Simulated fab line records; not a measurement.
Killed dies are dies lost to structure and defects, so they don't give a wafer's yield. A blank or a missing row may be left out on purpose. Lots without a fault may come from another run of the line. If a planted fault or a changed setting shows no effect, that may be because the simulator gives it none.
Which of the tools did it? ; flow gf180mcu ; 7 lots with 21 wafers sampled at 2 steps, on a route of 602 steps

WHAT THE GAUGES READ, wafer by wafer
GF_HV_LDD_THK_MEAS_57.
lot;measured;on;HV_LDD_CVD_56_THK (nm)
L749;day 12 19:40;filmMetro-02;89.5 89.1 89.5
L752;day 13 13:14;filmMetro-01;88.4 88.5 88.4
L754;day 14 19:20;filmMetro-03;88.9 88.9 89.6
L761;day 16 17:25;filmMetro-03;89.6 89.4 89.8
L765;day 18 04:55;filmMetro-01;90.7 90.0 90.6
L767;day 18 15:50;filmMetro-01;91.1 91.8 91.1
L771;day 20 06:13;filmMetro-03;89.0 88.6 88.8

WHICH TOOL RAN EACH LOT (tool, then ch and the chambers of the sampled wafers, then the start)
lot;GF_MVSD_IMPLANT_09
L749;implanter-01 ch 0, day 4 17:02
L752;implanter-04 ch 0, day 5 07:14
L754;implanter-04 ch 0, day 6 06:47
L761;implanter-03 ch 0, day 7 13:56
L765;implanter-04 ch 0, day 8 12:30
L767;implanter-01 ch 0, day 8 22:11
L771;implanter-04 ch 0, day 10 03:09
- GF_MVSD_IMPLANT_09

THE ANSWER, worked out from the rows above alone
Rule: the lots themselves supply what counts as usual. The widest of any qualifying gaps counts: lots, ordered by their means at a reading, are off when they make up no more than a third of the lots, leave a main group of 4 or more, and stand apart from it by 3 or more times the standard deviation of that group's means. A main group whose means are all the same, to the digits that the tables above print for the reading, isn't used. Also off: a lot with no number at a reading for which 4 or more lots have one. Any other lot the step has rows for is counted as sound.
No lot is off at any reading shown: from this, nothing can be told.

WHAT THE SIMULATOR HAD PUT IN
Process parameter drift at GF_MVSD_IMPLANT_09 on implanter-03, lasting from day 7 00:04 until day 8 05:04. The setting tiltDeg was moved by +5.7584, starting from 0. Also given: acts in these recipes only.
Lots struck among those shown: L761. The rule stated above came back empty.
